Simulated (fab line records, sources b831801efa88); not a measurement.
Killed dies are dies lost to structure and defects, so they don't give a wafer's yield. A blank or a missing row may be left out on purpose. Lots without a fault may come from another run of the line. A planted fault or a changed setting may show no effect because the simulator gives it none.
One fault seen from 2 desks | flow sky130 | each desk has only its own numbers; what lay behind them comes last

THE TOOL OWNER'S DESK: litho_track-04
The tool's own readings at SKY_CONTACT_SOFTBAKE_10 (time 90 s): means of the sampled wafers that have a number, for each lot that ran on this tool. A lot is out of limits, marked OUT, if its mean lies more than 4 standard deviations from the usual mean; the brackets give that distance.
Columns: A = heater_power_total_W at SKY_CONTACT_SOFTBAKE_10, usual 57.36 W; B = run_length_s at SKY_CONTACT_SOFTBAKE_10, usual 119.21 s
lot  | first seen here | A               | B
L377 | day 30 17:00    | 57.36           | 119.29
L379 | day 31 09:00    | 57.39           | 119.24
L381 | day 32 06:00    | 57.38           | 119.20
L382 | day 32 12:00    | 57.21           | 119.34
L391 | day 35 16:00    | 64.32 (+63) OUT | 97.85 (-99 or more) OUT
L393 | day 36 01:00    | 61.74 (+40) OUT | 104.97 (-99 or more) OUT
This desk's finding: out of limits on L391, L393; first on L391, day 35 16:00 (heater_power_total_W at SKY_CONTACT_SOFTBAKE_10). In limits: L377, L379, L381, L382.

THE METROLOGY DESK
What the gauges read, lot by lot, whatever tool the lot ran on: means of the sampled wafers that have a number. A lot is out of limits, marked OUT, if its mean lies more than 4 standard deviations from the usual mean; the brackets give that distance.
Columns: A = LI_CONTACT_W_RS at SKY_LI_CONTACT_RS_MEAS_22, usual 0.283 ohm/sq; B = cd_nm at SKY_LOCAL_INTERCONNECT_CD_MEAS_11, usual 170.2 nm
lot  | first seen here | A     | B
L377 | day 28 22:23    | 0.287 | 171.8
L379 | day 29 13:24    | 0.285 | 167.9
L380 | day 30 06:37    | 0.282 | 170.5
L381 | day 30 11:29    | 0.287 | 170.7
L382 | day 30 17:09    | 0.277 | 171.3
L383 | day 31 03:44    | 0.282 | 168.2
L389 | day 33 04:41    | 0.286 | 168.4
L391 | day 33 22:26    | 0.276 | 172.8
L393 | day 34 07:19    | 0.283 | 169.8
L394 | day 34 18:00    | 0.282 | 172.6
L395 | day 35 09:14    | 0.280 | 172.2
L399 | day 36 11:50    | 0.286 | 169.4
L400 | day 36 16:08    | 0.286 | 167.3
This desk's finding: nothing out of limits on any of the 13 lots.

PUT TOGETHER
The tool owner's desk could have raised an alarm at day 35 16:00, on L391, L393.
The metrology desk saw nothing out of limits.
The metrology desk has L391, L393 on record, within its limits.
Of the lots named, all ran SKY_CONTACT_SOFTBAKE_10 on litho_track-04.

WHAT THE SIMULATOR HAD PUT IN
Process parameter drift: litho_track-04, from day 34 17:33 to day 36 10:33, at SKY_CONTACT_SOFTBAKE_10. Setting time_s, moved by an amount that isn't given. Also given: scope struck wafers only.
Lots struck among those shown: L391, L393.
Hours from the fault's start to each desk's first reading out of limits: the tool owner's desk, 22.
